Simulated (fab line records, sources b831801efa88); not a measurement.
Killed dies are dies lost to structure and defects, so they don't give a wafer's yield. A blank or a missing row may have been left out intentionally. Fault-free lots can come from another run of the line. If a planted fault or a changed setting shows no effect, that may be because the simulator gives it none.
fab line records | flow sky130
[record] lots = 6 wafers = 18 lastDay = 49
route steps=708 shown VT_ADJUST_PCH@152 SONOS_TUNNEL@154 PAD_OPEN@708
lots that met no fault: taken from a fault-free run of the same line
startH: the number of hours between the record's first day and the start of the first shown wafer of the lot | waitH: time in hours since the lot's previous step | " unchanged from the row above | L1.1+2: a single row standing in for several wafers | - either no value or no given start | * or withheld: withheld | < > ~ a bound
route shown NAME@n: NAME is a module with steps in the file, n the number in the route of the first one | usual: the fault-free wafers' mean and standard deviation | same: alike in all rows | chamber/n: place in a boat | sites: each site's reading | _std_site: standard deviation of those values | _edge_site: the outer-site mean with the inner-site mean subtracted | radiusMm: how far each site lies from the wafer's centre | mask NAME#n: copy n | behind: the most recent tool/chamber to have shaped the wafer | hold: why the lot went on hold/how many hours it stayed there/how the hold came to an end | device: the transistor (n, p or np) that didn't switch | end of line: the same wafers' tests at the end of the route | where a step has no rows: the recipe by itself | killed: not the wafer's yield, but the dies lost to structure and defects at the first sort | map: per-die view of a wafer (x killed, . not killed, _ where there is no die)
set.NAME: the setting as run; set.NAME@STEP: as run at that earlier step | model.NAME: the simulator's own value behind a step, which no gauge read
lots seen at some steps along the route; tables by step, rows by wafer
services: from which hour (startH, from the record's first day; less than 0 if before it) a tool's chamber was out of use, for how many hours, and why
[[steps]]
[step SKY_VT_ADJUST_PCH_STRIP_09]
[recipe] chemistry = O2/N2 powerW = 1400 pressureMtorr = 1500 platenTempC = withheld o2FlowSccm = 3000 n2FlowSccm = 300 overashFraction = 0.5
[usual] drypumpMotorCurrentA = 6.03/0.29 oesProductAu = 0.723/0.0047 stripTimeToEndpointS = 36.84/0.12
// columns lot.wafer tool chamber startH waitH drypumpMotorCurrentA oesProductAu rfHoursCounterH stripTimeToEndpointS
L648.1 plasmaAsher-03 0 247.58 0.1 6.40 0.721 41 37.02
L648.3 " 0 " " 6.44 0.731 - 36.99
L648.5 " 0 " " 6.42 0.724 - 36.99
L653.1 plasmaAsher-04 1 286.58 0.1 5.97 0.716 63 36.76
L653.2 " 0 " " 6.21 0.712 63 36.87
L653.5 " 1 " " 5.94 0.719 - 36.78
L658.1 plasmaAsher-02 0 331.03 0.1 5.62 0.727 21 36.97
L658.2 " 1 " " 5.77 0.718 21 36.95
L658.3 " 0 " " 5.61 0.727 - 37.06
L659.1 plasmaAsher-04 0 336.12 0.1 6.25 0.727 68 36.70
L659.2 " 1 " " 5.95 0.718 68 36.69
L659.3 " 1 " " 5.97 0.720 - 36.69
L662.1 plasmaAsher-03 0 358.08 0.1 6.39 0.726 52 36.82
L662.3 " 0 " " 6.46 0.726 - 36.89
L662.4 " 1 " " 6.02 0.717 - 36.87
L664.3 plasmaAsher-03 0 384.10 0.1 6.42 0.721 - 36.91
L664.4 " 1 " " 6.02 0.726 - 36.79
L664.6 " 1 " " 6.05 0.716 - 36.86
[step SKY_VT_ADJUST_PCH_TW_MEAS_10]
[usual] VT_ADJUST_PCH_TW = 143.6/1.1
// columns lot.wafer tool chamber startH waitH VT_ADJUST_PCH_TW
L648.1 filmMetro-02 - 247.68 0.1 143.3
L648.3 " - " " 144.4
L648.5 " - " " 143.9
L653.1 filmMetro-03 - 286.68 0.1 142.7
L653.2 " - " " 142.6
L653.5 " - " " 141.6
L658.1 filmMetro-02 - 331.13 0.1 143.8
L658.2 " - " " 144.8
L658.3 " - " " 143.6
L659.1 filmMetro-02 - 336.22 0.1 142.6
L659.2 " - " " 143.9
L659.3 " - " " 143.8
L662.1 filmMetro-03 - 358.18 0.1 142.4
L662.3 " - " " 142.4
L662.4 " - " " 142.6
L664.3 filmMetro-03 - 384.19 0.1 143.4
L664.4 " - " " 142.6
L664.6 " - " " 143.1
[step SKY_SONOS_TUNNEL_DEHYDRATE_00]
[recipe] tempC = 200 timeS = 60
[step SKY_SONOS_TUNNEL_HMDS_01]
[recipe] primeTimeS = 60 primeTempC = 120
[step SKY_SONOS_TUNNEL_COAT_02]
[recipe] resist = NOVOLAK spinRpm = 3000 resistThkNm = 1140
[step SKY_SONOS_TUNNEL_SOFTBAKE_03]
[recipe] tempC = 90 timeS = 60 resist = NOVOLAK
[step SKY_SONOS_TUNNEL_EXPOSE_04]
[recipe] maskId = TUNM na = 0.6 sourceShape = conventional sigmaOuter = 0.6 polarization = unpolarized targetCdNm = 410 doseMj = 136
[step SKY_SONOS_TUNNEL_PEB_05]
[recipe] tempC = withheld timeS = * resist = NOVOLAK
[step SKY_SONOS_TUNNEL_DEVELOP_06]
[recipe] resist = NOVOLAK developer = TMAH developTimeS = 60 devTempC = 21.99
[step SKY_SONOS_TUNNEL_CD_MEAS_07]
[recipe] targetCdNm = 410
[usual] cdNm = 410.3/2.1
// columns lot.wafer tool chamber startH waitH cdNm
L648.1 cdSem-01 - 270.83 0.1 409.7
L648.3 " - " " 409.3
L648.5 " - " " 409.6
L653.1 cdSem-02 - 311.49 0.1 410.6
L653.2 " - " " 411.1
L653.5 " - " " 409.5
L658.1 cdSem-02 - 357.24 0.1 405.5
L658.2 " - " " 408.2
L658.3 " - " " 408.0
L659.1 cdSem-02 - 363.48 0.1 408.2
L659.2 " - " " 409.1
L659.3 " - " " 408.4
L662.1 cdSem-02 - 386.83 0.1 411.9
L662.3 " - " " 411.8
L662.4 " - " " 410.9
L664.3 cdSem-01 - 412.83 0.1 412.1
L664.4 " - " " 413.9
L664.6 " - " " 413.1
[step SKY_SONOS_TUNNEL_OVL_MEAS_08]
[usual] SONOS_TUNNEL_OVL = 0.6/1.6
// columns lot.wafer tool chamber startH waitH SONOS_TUNNEL_OVL[nm]
L648.1 overlay-02 - 270.95 0.1 -0.5
L648.3 " - " " -0.3
L648.5 " - " " -1.1
L653.1 overlay-02 - 311.61 0.1 -2.6
L653.2 " - " " -2.4
L653.5 " - " " 0.2
L658.1 overlay-02 - 357.36 0.1 1.6
L658.2 " - " " 4.9
L658.3 " - " " 1.1
L659.1 overlay-02 - 363.60 0.1 -0.9
L659.2 " - " " -0.5
L659.3 " - " " -1.8
L662.1 overlay-01 - 386.95 0.1 0.1
L662.3 " - " " 0.6
L662.4 " - " " 0.6
L664.3 overlay-02 - 412.92 0.1 1.8
L664.4 " - " " 2.1
L664.6 " - " " 1.2
[step SKY_SONOS_TUNNEL_IMPLANT_09]
[recipe] species = B energyKev = 20 doseCm2 = 1e+12 tiltDeg = withheld
[step SKY_SONOS_TUNNEL_WET_ETCH_10]
[recipe] chemistry = dHF targetDepthNm = 14 target = SiO2 dilution = 100:1 tempC = 25 timeS = 280
[usual] bathHeatDutyPct = 6.0/0.75 runLengthS = 309/3.9
// columns lot.wafer tool chamber startH waitH bathHeatDutyPct runLengthS
L648.1 wetBench-01 0 271.14 0.1 6.2 315
L648.3 " 0 " " 5.7 315
L648.5 " 0 " " 6.9 315
L653.1 wetBench-04 1 311.80 0.1 5.2 314
L653.2 " 1 " " 6.1 314
L653.5 " 1 " " 5.1 314
L658.1 wetBench-04 0 357.55 0.1 - -
L658.2 " 0 " " - -
L658.3 " 0 " " - -
L659.1 wetBench-02 1 363.79 0.1 - -
L659.2 " 1 " " - -
L659.3 " 1 " " - -
L662.1 wetBench-01 1 387.14 0.1 7.6 314
L662.3 " 1 " " 7.1 314
L662.4 " 1 " " 7.9 314
L664.3 wetBench-01 0 413.10 0.1 6.8 315
L664.4 " 0 " " 6.3 315
L664.6 " 0 " " 6.0 315
[step SKY_SONOS_TUNNEL_STRIP_11]
[recipe] chemistry = SPM timeS = 600 tempC = 130
[step SKY_PAD_OPEN_PROBE_99]
[usual] killed_at_M0_to_M3 = 44/7 killed_at_M4_up = 3.2/2 killedAtContacts = 25/5.3 killedAtFrontEnd = 15/4.3 killedAtOther = 0.3/0.54 killedDies = 86/8.7 killedOnRim = 17/3.6 killedOpen = 47/6.4 killedShort = 39/5.6
[same] grossDies = 492 killedAtBackSide = 0
// columns lot.wafer tool chamber startH waitH killed_at_M0_to_M3 killed_at_M4_up killedAtContacts killedAtFrontEnd killedAtOther killedDies killedOnRim killedOpen killedShort
L658.1 prober-02 - 1149.99 0.1 46 6 30 410 0 492 96 50 41
L658.2 prober-02 - 1150.04 0.1 32 7 18 434 1 492 96 44 31
L658.3 prober-02 - 1150.09 0.2 37 0 26 427 2 492 96 44 34
L659.1 prober-01 - 1157.01 0.1 48 1 27 416 0 492 96 55 36
L659.2 prober-01 - 1157.06 0.1 44 6 24 418 0 492 96 49 38
L659.3 prober-01 - 1157.11 0.2 55 3 27 407 0 492 96 60 45
// killed by level:class
L658.1 SONOS_TUNNEL:areaEtch=400 CONTACT:geometricParticle:open=14 VIA1:geometricParticle:open=10 LI_CONTACT:geometricParticle:open=7 METAL1:geometricParticle:short=7 POLY_GATE:geometricParticle:short=6 VIA2:geometricParticle:open=6 VIA3:geometricParticle:open=5
L658.2 SONOS_TUNNEL:areaEtch=415 VIA1:geometricParticle:open=10 CONTACT:geometricParticle:open=8 FIELD_ISO:geometricParticle:short=5 POLY_GATE:geometricParticle:short=5 LI_CONTACT:geometricParticle:open=5 METAL1:geometricParticle:short=5 FIELD_ISO:geometricParticle:open=3
L658.3 SONOS_TUNNEL:areaEtch=414 METAL1:geometricParticle:short=10 CONTACT:geometricParticle:open=10 LI_CONTACT:geometricParticle:open=9 VIA1:geometricParticle:open=7 VIA2:geometricParticle:open=5 FIELD_ISO:geometricParticle:short=3 FIELD_ISO:geometricParticle:open=3
L659.1 SONOS_TUNNEL:areaEtch=401 VIA1:geometricParticle:open=12 CONTACT:geometricParticle:open=10 VIA2:geometricParticle:open=10 LI_CONTACT:geometricParticle:open=8 CONTACT:geometricParticle:short=7 VIA3:geometricParticle:open=7 FIELD_ISO:geometricParticle:short=5
L659.2 SONOS_TUNNEL:areaEtch=405 VIA1:geometricParticle:open=12 VIA2:geometricParticle:open=9 CONTACT:geometricParticle:open=7 VIA3:geometricParticle:open=6 FIELD_ISO:geometricParticle:short=5 METAL1:geometricParticle:short=5 LI_CONTACT:geometricParticle:open=5
L659.3 SONOS_TUNNEL:areaEtch=386 VIA1:geometricParticle:open=12 CONTACT:geometricParticle:open=12 LI_CONTACT:geometricParticle:open=7 VIA3:geometricParticle:open=7 VIA3:geometricParticle:short=7 POLY_GATE:geometricParticle:open=6 METAL1:geometricParticle:short=6
// map L658.1 (x killed, . not)
__________xxxxxxxxxx_________
________xxxxxxxxxxxxxx_______
______xxxxxxxxxxxxxxxxxx_____
_____xxxxxxxxxxxxxxxxxxxx____
____xxxxxxxxxxxxxxxxxxxxxx___
___xxxxxxxxxxxxxxxxxxxxxxxx__
__xxxxxxxxxxxxxxxxxxxxxxxxxx_
_xxxxxxxxxxxxxxxxxxxxxxxxxxxx
_xxxxxxxxxxxxxxxxxxxxxxxxxxxx
_xxxxxxxxxxxxxxxxxxxxxxxxxxxx
_xxxxxxxxxxxxxxxxxxxxxxxxxxxx
_xxxxxxxxxxxxxxxxxxxxxxxxxxxx
_xxxxxxxxxxxxxxxxxxxxxxxxxxxx
_xxxxxxxxxxxxxxxxxxxxxxxxxxxx
_xxxxxxxxxxxxxxxxxxxxxxxxxxxx
__xxxxxxxxxxxxxxxxxxxxxxxxxx_
___xxxxxxxxxxxxxxxxxxxxxxxx__
____xxxxxxxxxxxxxxxxxxxxxx___
_____xxxxxxxxxxxxxxxxxxxx____
______xxxxxxxxxxxxxxxxxx_____
________xxxxxxxxxxxxxx_______
__________xxxxxxxxxx_________
// map L659.1 (x killed, . not)
__________xxxxxxxxxx_________
________xxxxxxxxxxxxxx_______
______xxxxxxxxxxxxxxxxxx_____
_____xxxxxxxxxxxxxxxxxxxx____
____xxxxxxxxxxxxxxxxxxxxxx___
___xxxxxxxxxxxxxxxxxxxxxxxx__
__xxxxxxxxxxxxxxxxxxxxxxxxxx_
_xxxxxxxxxxxxxxxxxxxxxxxxxxxx
_xxxxxxxxxxxxxxxxxxxxxxxxxxxx
_xxxxxxxxxxxxxxxxxxxxxxxxxxxx
_xxxxxxxxxxxxxxxxxxxxxxxxxxxx
_xxxxxxxxxxxxxxxxxxxxxxxxxxxx
_xxxxxxxxxxxxxxxxxxxxxxxxxxxx
_xxxxxxxxxxxxxxxxxxxxxxxxxxxx
_xxxxxxxxxxxxxxxxxxxxxxxxxxxx
__xxxxxxxxxxxxxxxxxxxxxxxxxx_
___xxxxxxxxxxxxxxxxxxxxxxxx__
____xxxxxxxxxxxxxxxxxxxxxx___
_____xxxxxxxxxxxxxxxxxxxx____
______xxxxxxxxxxxxxxxxxx_____
________xxxxxxxxxxxxxx_______
__________xxxxxxxxxx_________
[[services]]
// columns tool chamber startH hours kind
wetBench-04 - 249.61 4.3 repair
plasmaAsher-03 - 319.79 3.2 repair
wetBench-02 - 354.07 4.4 pm
plasmaAsher-02 - 385.00 1.2 repair
plasmaAsher-04 - 401.99 0.6 repair
[[key]]
[firstSign] step = SKY_SONOS_TUNNEL_WET_ETCH_10 reading = toolRecord direction = missing
[effect] step = SKY_PAD_OPEN_PROBE_99 reading = killedAtFrontEnd direction = up sigmas = 94 usual = 15 struck = 419
[moreKillsBornAt] SKY_SONOS_TUNNEL_WET_ETCH_10@wetBench-04 = 1229 SKY_SONOS_TUNNEL_WET_ETCH_10@wetBench-02 = 1192
metAt SKY_SONOS_TUNNEL_WET_ETCH_10
struckWafers L658.1,L658.2,L658.3,L659.1,L659.2,L659.3
laterRowsLeftOut L658.1,L658.2,L658.3,L659.1,L659.2,L659.3
testerLeftOut L658,L659
onsetBetween 311.80 357.55
[fault] kind = skippedStepWhole tool = wetBench-02,wetBench-04 chamber = - onsetH = 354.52 steps = SKY_SONOS_TUNNEL_WET_ETCH_10 scope = struckLotsOnly
// testerLeftOut: of these lots the tester's yield and bins aren't shown, on N5 and GAA mostly nor the transistor test; their killed dies are dies lost to structure and defects alone, not to doping, threshold or leakage, so they don't give the yield
// laterRowsLeftOut: the simulator's readings of these wafers behind a module that went badly wrong aren't trusted and aren't shown, but for the sort
